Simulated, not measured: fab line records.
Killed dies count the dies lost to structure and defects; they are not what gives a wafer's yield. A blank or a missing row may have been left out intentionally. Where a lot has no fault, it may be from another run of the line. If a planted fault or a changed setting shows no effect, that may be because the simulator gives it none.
2 desks, one fault    flow sky130    numbers are kept per desk, each desk with only its own; the story behind them comes last

== THE METROLOGY DESK ==
Means of the sampled wafers that have a number, per lot and without regard to the tool the lot ran on: this is what the gauges read. If a lot's mean is further than 4 standard deviations from the usual mean, the lot is out of limits and carries the mark OUT (the distance appears in the brackets).
Columns: A = NWELL_01_OVL at SKY_NWELL_OVL_MEAS_23, usual -0.6 nm; B = POLY_GATE_TW at SKY_RES_PROTECT_TW_MEAS_08, usual 4072; C = POLY_GATE_OVL at SKY_POLY_GATE_OVL_MEAS_14, usual 2 nm
lot   first seen here  A     B     C
L200  day 5 12:50      0.6   4092  5
L201  day 5 19:04      0.7   4027  -5
L202  day 6 02:23      -0.8  4091  2
L203  day 6 06:56      -1.5  4077  5
L204  day 6 14:05      0.8   4115  -1
L205  day 6 15:59      -1.7  4028  -2
L208  day 7 17:53      -0.5  4009  -4
L210  day 8 06:25      -0.6  4055  3
L211  day 8 09:14      -1.6  4145  3
L212  day 8 15:50      -1.1  4096  1
L213  day 8 23:07      -1.1  4038  1
L214  day 9 03:11      -1.5  4078  9
L215  day 9 06:53      -0.3  4115  2
L217  day 9 18:30      -1.6  4010  1
L219  day 10 05:47     -1.0  4101  -5
Finding of this desk: none of the 15 lots has anything out of limits.

== DESK OF THE TOOL OWNER: litho track-04 ==
The tool's own readings at SKY_GATE_OXIDE_DEVELOP_09 (develop time 60 s): means of the sampled wafers that have a number, for each lot that ran on this tool. If a lot's mean is further than 4 standard deviations from the usual mean, the lot is out of limits and carries the mark OUT (the distance appears in the brackets).
Columns: A = developer temp C at SKY_GATE_OXIDE_DEVELOP_09, usual 23.00 C
lot   first seen here  A
L201  day 14 17:53     23.01
L205  day 15 15:29     22.90
L204  day 15 17:05     23.05
L208  day 17 07:15     22.85
L210  day 17 22:41     22.88
L211  day 17 22:59     22.99
L213  day 18 19:02     23.08
L214  day 19 03:23     22.09 (-9.5) OUT
L215  day 19 06:27     22.07 (-9.7) OUT
L217  day 19 23:54     22.17 (-8.7) OUT
Finding of this desk: L214, L215, L217 out of limits; the first was L214 at day 19 03:23, on developer temp C at SKY_GATE_OXIDE_DEVELOP_09. L201, L205, L204, L208, L210, L211, L213 stayed within limits.

== BROUGHT TOGETHER ==
At day 19 03:23, on L214, L215, L217, the tool owner's desk was in a position to raise an alarm.
The metrology desk saw nothing out of limits.
The metrology desk holds a record of L214, L215, L217, inside its limits.
The lots listed all ran SKY_GATE_OXIDE_DEVELOP_09 on litho track-04.

== WHAT THE SIMULATOR HAD INSERTED ==
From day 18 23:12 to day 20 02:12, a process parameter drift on litho track-04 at SKY_GATE_OXIDE_DEVELOP_09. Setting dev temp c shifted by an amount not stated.
Shown lots that were struck: L214, L215, L217.
How many hours passed from the start of the fault until each desk's first out-of-limits reading: the tool owner's desk, 4.
